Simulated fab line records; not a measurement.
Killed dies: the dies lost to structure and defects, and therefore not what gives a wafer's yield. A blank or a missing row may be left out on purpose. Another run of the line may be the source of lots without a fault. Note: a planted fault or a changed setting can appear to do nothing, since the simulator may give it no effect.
The tool behind it: which one? | flow gf180mcu | 10 lots with 30 wafers sampled at 6 steps, on a route of 602 steps

== WHAT THE GAUGES SHOWED, per wafer ==
GF_MIM_RS_MEAS_10: uses a four-point probe to measure. Usual: MIM_ALCU_RS gives 0.1600 ohm/sq (standard deviation 0.0018).
lot  | measured     | on            | MIM_ALCU_RS (ohm/sq) | flag
L504 | day 24 16:31 | film_metro-02 | 0.1585 0.1606 0.1578 |
L509 | day 26 08:58 | film_metro-01 | 0.1602 0.2127 0.1601 | OFF
L510 | day 26 18:25 | film_metro-01 | 0.1557 0.1580 0.2064 | OFF
L516 | day 28 23:16 | film_metro-01 | 0.1597 0.1587 0.1597 |
L517 | day 29 01:55 | film_metro-04 | 0.1604 0.1584 0.1601 |
L518 | day 29 07:54 | film_metro-02 | 0.1587 0.1591 0.1581 |
L522 | day 30 20:04 | film_metro-04 | 0.1592 0.1608 0.1615 |
L521 | day 30 20:50 | film_metro-01 | 0.1623 0.1606 0.1638 |
L524 | day 31 05:01 | film_metro-01 | 0.1610 0.1591 0.1607 |
L525 | day 31 15:25 | film_metro-01 | 0.1620 0.1619 0.1610 |

GF_MIM_THK_MEAS_11: measures by xrf. Usual: MIM_ALCU_THK gives 201.6 nm (standard deviation 2.4).
lot  | measured     | on            | MIM_ALCU_THK (nm) | flag
L504 | day 24 16:37 | film_metro-02 | 202.7 200.6 205.6 |
L509 | day 26 09:05 | film_metro-01 | 200.5 152.1 200.7 | OFF
L510 | day 26 18:32 | film_metro-01 | 205.8 203.4 156.6 | OFF
L516 | day 28 23:23 | film_metro-01 | 201.3 202.1 200.9 |
L517 | day 29 02:02 | film_metro-04 | 201.1 203.7 200.5 |
L518 | day 29 07:59 | film_metro-02 | 204.7 204.2 205.1 |
L522 | day 30 20:11 | film_metro-04 | 201.6 200.7 199.5 |
L521 | day 30 20:58 | film_metro-01 | 198.2 199.6 196.5 |
L524 | day 31 05:07 | film_metro-01 | 201.2 204.4 200.0 |
L525 | day 31 15:32 | film_metro-01 | 199.1 198.8 201.5 |

== TOOL THAT RAN EACH LOT (tool first, then ch and the chambers of the sampled wafers, then the start) ==
lot  | GF_V4_ETCH_16                      | GF_V4_ETCH_17                                 | GF_V4_CVD_23                  | GF_MIM_SPUTTER_08
L504 | rie_diel-01 ch 1,2,3, day 24 14:43 | rie_diel-01 ch 1,2,3, day 24 15:29 or earlier | cvd_w-02 ch 0,1, day 24 15:29 | pvd_sputter-01, day 24 16:24
L509 | rie_diel-04 ch 1,3, day 26 06:52   | rie_diel-04 ch 1,3, day 26 07:58 or earlier   | cvd_w-01 ch 0,1, day 26 07:58 | pvd_sputter-01, day 26 08:55
L510 | rie_diel-02 ch 1,2,3, day 26 16:39 | rie_diel-02 ch 1,2,3, day 26 17:25 or earlier | cvd_w-02 ch 0,1, day 26 17:25 | pvd_sputter-01, day 26 18:22
L516 | rie_diel-04 ch 2,3, day 28 21:30   | rie_diel-04 ch 2,3, day 28 22:16 or earlier   | cvd_w-02 ch 0,1, day 28 22:16 | pvd_sputter-03, day 28 23:13
L517 | rie_diel-02 ch 0,1,3, day 29 00:08 | rie_diel-02 ch 0,1,3, day 29 00:54 or earlier | cvd_w-01 ch 0,1, day 29 00:54 | pvd_sputter-03, day 29 01:51
L518 | rie_diel-01 ch 0,2,3, day 29 06:04 | rie_diel-01 ch 0,2,3, day 29 06:52 or earlier | cvd_w-01 ch 0,1, day 29 06:52 | pvd_sputter-02, day 29 07:47
L522 | rie_diel-02 ch 0,1,3, day 30 18:17 | rie_diel-02 ch 0,1,3, day 30 19:03 or earlier | cvd_w-01 ch 0,1, day 30 19:03 | pvd_sputter-01, day 30 20:01
L521 | rie_diel-04 ch 0,1,2, day 30 19:04 | rie_diel-04 ch 0,1,2, day 30 19:49 or earlier | cvd_w-02 ch 0,1, day 30 19:49 | pvd_sputter-01, day 30 20:47
L524 | rie_diel-04 ch 0,3, day 31 03:11   | rie_diel-04 ch 0,3, day 31 03:57 or earlier   | cvd_w-02 ch 0,1, day 31 03:57 | pvd_sputter-03, day 31 04:56
L525 | rie_diel-04 ch 0,1,2, day 31 13:40 | rie_diel-04 ch 0,1,2, day 31 14:25 or earlier | cvd_w-01 ch 0,1, day 31 14:25 | pvd_sputter-03, day 31 15:22
- GF_V4_ETCH_16: etches BARC in N2/H2.
- GF_V4_ETCH_17: etches SiO2 in C4F8/O2/Ar, stops on TiN, target depth 630 nm.
- GF_V4_CVD_23: deposits W, target thk 350 nm, time 104.9 s.
- GF_MIM_SPUTTER_08: material AlCu, target thk 200 nm, time 10.6 s.

== AS READ BY THE TOOLS THEMSELVES (means over the sampled wafers that have a number; for cases with no such wafer, the mark the record gives instead) ==
GF_V4_ETCH_16. Usual: drypump_motor_current_A 5.6 A, standard deviation 0.48; oes_product_au 0.855 a.u., standard deviation 0.0053; rf_fwd_power_W 494.1 W, standard deviation 2.6; throttle_valve_pct 13.225 %, standard deviation 0.0089.
lot  | tool        | drypump_motor_current_A (A) | oes_product_au (a.u.) | rf_fwd_power_W (W) | throttle_valve_pct (%) | flag
L504 | rie_diel-01 | 5.7                         | 0.858                 | 490.1              | 13.222                 |
L509 | rie_diel-04 | 5.6                         | 0.857                 | 496.8              | 13.233                 |
L510 | rie_diel-02 | 5.3                         | 0.855                 | 496.5              | 13.218                 |
L516 | rie_diel-04 | 6.0                         | 0.855                 | 495.4              | 13.224                 |
L517 | rie_diel-02 | 5.4                         | 0.853                 | 493.2              | 13.221                 |
L518 | rie_diel-01 | 5.3                         | 0.856                 | 490.7              | 13.225                 |
L522 | rie_diel-02 | 5.4                         | 0.855                 | 494.7              | 13.214                 |
L521 | rie_diel-04 | 5.8                         | 0.857                 | 495.9              | 13.224                 |
L524 | rie_diel-04 | 6.0                         | 0.854                 | 495.8              | 13.221                 |
L525 | rie_diel-04 | 5.8                         | 0.851                 | 496.2              | 13.230                 |

GF_V4_ETCH_17. Usual: oes_product_au 0.856 a.u., standard deviation 0.0045; rf_fwd_power_W 1492 W, standard deviation 5.6.
lot  | tool        | oes_product_au (a.u.) | rf_fwd_power_W (W) | flag
L504 | rie_diel-01 | 0.852                 | 1486               |
L509 | rie_diel-04 | 0.858                 | 1494               |
L510 | rie_diel-02 | 0.856                 | 1497               |
L516 | rie_diel-04 | 0.853                 | 1494               |
L517 | rie_diel-02 | 0.855                 | 1488               |
L518 | rie_diel-01 | 0.856                 | 1491               |
L522 | rie_diel-02 | 0.857                 | 1490               |
L521 | rie_diel-04 | 0.854                 | 1495               |
L524 | rie_diel-04 | 0.859                 | 1491               |
L525 | rie_diel-04 | 0.856                 | 1497               |

GF_V4_CVD_23. Usual: heater_power_w 869 W, standard deviation 39.
lot  | tool     | heater_power_w (W) | flag
L504 | cvd_w-02 | 861                |
L509 | cvd_w-01 | 849                |
L510 | cvd_w-02 | 851                |
L516 | cvd_w-02 | 863                |
L517 | cvd_w-01 | 894                |
L518 | cvd_w-01 | 886                |
L522 | cvd_w-01 | 854                |
L521 | cvd_w-02 | 854                |
L524 | cvd_w-02 | 881                |
L525 | cvd_w-01 | 881                |

GF_MIM_SPUTTER_08. Usual: chamber_pressure_pa 0.4000 Pa, standard deviation 0.0007; throttle_valve_pct 30.3 %, standard deviation 1.5.
lot  | tool           | chamber_pressure_pa (Pa) | throttle_valve_pct (%) | flag
L504 | pvd_sputter-01 | 0.4001                   | 30.8                   |
L509 | pvd_sputter-01 | 0.4005                   | 30.6                   |
L510 | pvd_sputter-01 | 0.3999                   | 31.1                   |
L516 | pvd_sputter-03 | 0.4005                   | 30.2                   |
L517 | pvd_sputter-03 | 0.4006                   | 29.6                   |
L518 | pvd_sputter-02 | 0.3989                   | 29.8                   |
L522 | pvd_sputter-01 | 0.3998                   | 31.6                   |
L521 | pvd_sputter-01 | 0.4001                   | 31.0                   |
L524 | pvd_sputter-03 | 0.3998                   | 29.4                   |
L525 | pvd_sputter-03 | 0.4004                   | 29.2                   |

== THE ANSWER, worked out from the rows above alone ==
Rule: lot off if the mean of its wafers having a number is beyond 3 standard deviations from the usual mean. Also off: a lot with no number at a reading for which 4 or more lots have one. All remaining lots with rows at the step are treated as sound. After the gauges, taken in route order, come the tools' own readings; for these a lot's mean is taken, as printed above. At the first step where some lot is off, the reading lying furthest off is the one used; lots without a number count as furthest.
Off: L509, L510, seen at GF_MIM_RS_MEAS_10 (MIM_ALCU_RS).
A tool fits if, at a process step before that reading, it ran every lot that is off, and no sound lot after the first of them. The gauges at GF_MIM_RS_MEAS_10 are tried like those tools. Because GF_V4_ETCH_17 lacks a start for some lots, the hours and order of its lots are taken from GF_V4_CVD_23. Of those tried, none fits.

== WHAT THE SIMULATOR PUT IN ==
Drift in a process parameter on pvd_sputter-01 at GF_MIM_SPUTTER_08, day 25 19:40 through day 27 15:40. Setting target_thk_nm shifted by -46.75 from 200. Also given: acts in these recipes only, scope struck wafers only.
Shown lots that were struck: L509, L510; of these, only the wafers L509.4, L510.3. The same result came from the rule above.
